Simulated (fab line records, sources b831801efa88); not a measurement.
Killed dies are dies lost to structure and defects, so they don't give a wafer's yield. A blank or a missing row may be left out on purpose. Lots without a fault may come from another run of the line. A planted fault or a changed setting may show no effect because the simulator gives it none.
Split-lot experiment | flow gf180mcu | 5 lots, 23 wafers read, on a route of 602 steps

THE SPLIT
At GF_M5_EXPOSE_04 (exposes mask Metal5, target cd 280 nm), the setting dose_mj was moved away from the recipe's 28 on 8 of the 23 wafers read, by +3.8% to +5.4%. The other wafers ran this setting at the recipe's value.

FROM THE SPLIT TO THE READING: what the file shows between them, 2 steps
- GF_M5_PEB_05: peb time 90 s
- GF_M5_DEVELOP_06: develop time 60 s

THE READING
cd_nm, in nm, at GF_M5_CD_MEAS_07 (target cd 280 nm). Fault-free wafers of this fab line usually give 280.2 nm, standard deviation 0.91 nm.

wafer  | tool, chamber at the split | dose_mj as run | against the recipe | cd_nm, nm | against lot-mates on the recipe
L076.1 | krf_scanner-01, 0          | 29.05          | +3.8%              | 274.3     | -5.5
L076.2 | krf_scanner-01, 0          | 28             | recipe             | 280.2     | -
L076.3 | krf_scanner-01, 0          | 28             | recipe             | 279.6     | -
L076.4 | krf_scanner-01, 0          | 28             | recipe             | 279.5     | -
L076.6 | krf_scanner-01, 0          | 29.05          | +3.8%              | 274.3     | -5.5
L079.2 | krf_scanner-02, 0          | 28             | recipe             | 279.0     | -
L079.4 | krf_scanner-02, 0          | 28             | recipe             | 279.7     | -
L079.5 | krf_scanner-02, 0          | 28             | recipe             | 278.8     | -
L080.1 | krf_scanner-02, 0          | 29.5           | +5.4%              | 271.8     | -7.5
L080.2 | krf_scanner-02, 0          | 29.5           | +5.4%              | 271.2     | -8.1
L080.3 | krf_scanner-02, 0          | 29.5           | +5.4%              | 271.3     | -8.0
L080.5 | krf_scanner-02, 0          | 28             | recipe             | 279.9     | -
L080.6 | krf_scanner-02, 0          | 28             | recipe             | 278.7     | -
L081.1 | krf_scanner-02, 0          | 28             | recipe             | 281.3     | -
L081.2 | krf_scanner-02, 0          | 28             | recipe             | 280.6     | -
L081.3 | krf_scanner-02, 0          | 28             | recipe             | 279.7     | -
L081.4 | krf_scanner-02, 0          | 28             | recipe             | 280.8     | -
L081.6 | krf_scanner-02, 0          | 28             | recipe             | 281.1     | -
L083.1 | krf_scanner-02, 0          | 28             | recipe             | 280.3     | -
L083.2 | krf_scanner-02, 0          | 28             | recipe             | 281.2     | -
L083.4 | krf_scanner-02, 0          | 29.39          | +5.0%              | 272.2     | -8.6
L083.5 | krf_scanner-02, 0          | 29.39          | +5.0%              | 274.4     | -6.4
L083.6 | krf_scanner-02, 0          | 29.39          | +5.0%              | 273.5     | -7.2

THE FIT
A straight line over all 23 wafers: cd_nm changes by -1.49 nm for each +1% of dose_mj; r = -0.97; the points scatter about the line by 0.86 nm.
The same after taking each lot's own level away (the mean of its wafers on the recipe; 23 wafers): -1.47 nm for each +1%; r = -0.99; scatter 0.54 nm.
On that fit, the largest move of dose_mj shifts the reading by 7.9 nm.
The lots' own levels span 279.17 to 280.75 nm, that is 1.7 times the standard deviation above.
So the lot-to-lot level changes the slope little: the two slopes agree.
Check: with one of the wafers moved furthest among these (+5.4%) left out of the fit, the line predicts -7.97 nm for it against its lot-mates. It came out at -7.5 nm against them.

OTHER SPLITS ON THESE WAFERS
These wafers also went through other splits before the reading. Each is held against what the fit with the lots' levels taken away leaves over:
other split on the same wafers       | wafers away from the commonest value | r with cd_nm (lot level and that fit taken away)
GF_V2_SPUTTER_22 time_s              | 10                                   | -0.33
GF_M3_COAT_09 resist_thk_nm          | 8                                    | -0.11
GF_V4_CVD_00 sih4_flow_sccm          | 8                                    | +0.03
GF_V4_SPUTTER_21 chamber_pressure_pa | 18                                   | +0.01
GF_MIM_SPUTTER_09 time_s             | 4                                    | -0.19
GF_MIM_EXPOSE_16 dose_mj             | 11                                   | +0.11

THE WHOLE CHAIN: every reading that the file lists as answering this split, in the file's order
step             | what it does                                            | reading                                                   | change (the file's fit)              | r (the file's)
GF_M5_CD_MEAS_07 | target cd 280 nm                                        | cd_nm                                                     | -1.47 nm for each +1% of the setting | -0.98
GF_M5_ETCH_09    | etches Si3N4 in CF4/O2, target depth 52 nm, time 11.6 s | M5.cd_nm (the simulator's own value, which no gauge read) | -1.49 nm for each +1% of the setting | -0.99

THE FILE'S OWN FIT
cd_nm changes by -1.47 nm for each +1% of dose_mj, r = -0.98.
